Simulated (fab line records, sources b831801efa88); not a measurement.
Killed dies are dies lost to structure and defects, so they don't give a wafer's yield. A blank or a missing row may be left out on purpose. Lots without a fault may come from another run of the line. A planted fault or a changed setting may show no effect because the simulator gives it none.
Problem report in the 8D (eight disciplines) form, filled by code | flow sfq_line | the parts of the form that need people (team, actions taken, sign-off) are left out

1. THE PROBLEM
rf_fwd_power_W at SFQ_TRILAYER_I4_VIA_ETCH_VIA_ETCH_106 reads a mean of 419.0 W on 2 wafers of 2 lots; wafers without a fault read 498.1 W with a standard deviation of 1.4. That is -57 standard deviations from the usual mean.
The step: etches SiO2 in CHF3, stops on Nb, target depth 260 nm.
First seen on wafer L236.2, day 56 17:17, on rie_diel-02. The record holds 42 wafers of 14 lots with a number at this step. Rule for "out", or "out of limits": more than 4 standard deviations from the usual mean. The other wafers with a number count as sound.

2. WHAT IT IS AND WHAT IT IS NOT
question                    | is                | is not
which readings at this step | rf_fwd_power_W    | drypump_motor_current_A, oes_product_au
which lots                  | L236, L237        | L218, L219, L220, L222, L224, L225, L226, L229, L234, L235, L239, L241
which wafers of those lots  | L236.2, L237.2    | L236.4, L236.6, L237.1, L237.5
read on which tools         | rie_diel-02       | rie_diel-03, rie_diel-04
when                        | from day 56 17:17 | up to then (32 sound wafers); but 8 sound wafers of L237, L239, L241 came after

3. SUSPECTS, AND WHAT RULES EACH OUT
Counting: a tool at a process step up to the reading stays a suspect if it ran every lot that is out. Sound lots after the first of them don't rule it out here, since some wafers of a struck lot are sound.
- rie_diel-02 at SFQ_TRILAYER_I4_VIA_ETCH_VIA_ETCH_106 (etches SiO2 in CHF3, stops on Nb, target depth 260 nm): kept. It ran every lot that is out, first L236 (day 56 17:17); its last sound lot up to then is L234 (day 55 12:30). Its own readings are out on those wafers: rf_fwd_power_W.
- Within rie_diel-02 at SFQ_TRILAYER_I4_VIA_ETCH_VIA_ETCH_106: the wafers that are out ran in chamber 2; their sound lot-mates ran in chambers 0, 1, 3.
Left after counting: rie_diel-02 at SFQ_TRILAYER_I4_VIA_ETCH_VIA_ETCH_106.

4. THE CAUSE (what the simulator had put in)
Process parameter drift: rie_diel-02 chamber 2, from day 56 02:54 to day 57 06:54, at SFQ_TRILAYER_I4_VIA_ETCH_VIA_ETCH_106. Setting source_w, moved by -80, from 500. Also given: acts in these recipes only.
Counting left only this tool.

5. THE CHAIN OF EFFECTS, in route order
Each row: a reading whose mean over the struck wafers that have a number lies more than 3 standard deviations from the usual. Only readings for which the record gives a usual standard deviation are gone through. hours: the time from each lot's start at the first step in this table that gives one to its start at this step, as a median over the lots. sigmas: the change in usual standard deviations.
hours | step                                  | reading        | usual   | on struck wafers | change | sigmas
0     | SFQ_TRILAYER_I4_VIA_ETCH_VIA_ETCH_106 | rf_fwd_power_W | 498.1 W | 419.0            | -79.1  | -57
The process steps in it:
- SFQ_TRILAYER_I4_VIA_ETCH_VIA_ETCH_106: etches SiO2 in CHF3, stops on Nb, target depth 260 nm.

6. WHAT WOULD HAVE CAUGHT IT SOONER
In this record the first reading out of limits was taken at day 56 17:17, 14 hours after the fault began at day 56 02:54.
